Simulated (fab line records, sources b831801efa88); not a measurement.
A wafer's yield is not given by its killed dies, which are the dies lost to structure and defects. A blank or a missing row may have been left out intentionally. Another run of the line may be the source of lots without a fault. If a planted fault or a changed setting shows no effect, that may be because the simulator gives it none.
The same fault as seen by 2 desks -- flow gf180mcu -- each desk has only its own numbers; what lay behind them comes last

TOOL OWNER'S DESK, pvd sputter-04
At GF_V1_SPUTTER_22 (material TiN, target thk 10 nm, time 40 s) the tool's own readings: per lot run on this tool, the mean of the sampled wafers that have a number. If a lot's mean is further than 4 standard deviations from the usual mean, the lot is out of limits and carries the mark OUT (the distance appears in the brackets).
Columns: A = cathode dc power W at GF_V1_SPUTTER_22, usual 4000.0 W; B = throttle valve pct at GF_V1_SPUTTER_22, usual 30.1 %
lot,first seen here,A,B
L359,day 21 12:04,3999.8,30.0
L361,day 21 18:16,3999.7,29.8
L365,day 23 00:35,4000.0,30.6
L373,day 25 17:46,4000.3,29.2
L374,day 25 23:20,4000.8,29.1
This desk's verdict: no lot among the 5 shows anything out of limits.

AT THE METROLOGY DESK
Lot by lot, what the gauges showed, no matter which tool ran the lot: averages of those sampled wafers that carry a number. If a lot's mean is further than 4 standard deviations from the usual mean, the lot is out of limits and carries the mark OUT (the distance appears in the brackets).
Columns: A = PASSIVATION_BOW at GF_PASSIVATION_BOW_MEAS_14, usual 133 um
lot,first seen here,A
L352,day 28 21:40,135
L355,day 30 06:16,117
L360,day 31 12:34,140
L359,day 31 14:58,139
L361,day 31 20:22,130
L362,day 32 02:12,135
L365,day 32 16:52,127
L367,day 33 10:07,118
L370,day 33 21:37,132
L372,day 34 06:40,135
L373,day 34 16:58,134
L374,day 34 20:59,144
This desk's verdict: no lot among the 12 shows anything out of limits.

PUT TOGETHER
The tool owner's desk saw nothing out of limits.
The metrology desk saw nothing out of limits.

WHAT HAD BEEN PUT IN BY THE SIMULATOR
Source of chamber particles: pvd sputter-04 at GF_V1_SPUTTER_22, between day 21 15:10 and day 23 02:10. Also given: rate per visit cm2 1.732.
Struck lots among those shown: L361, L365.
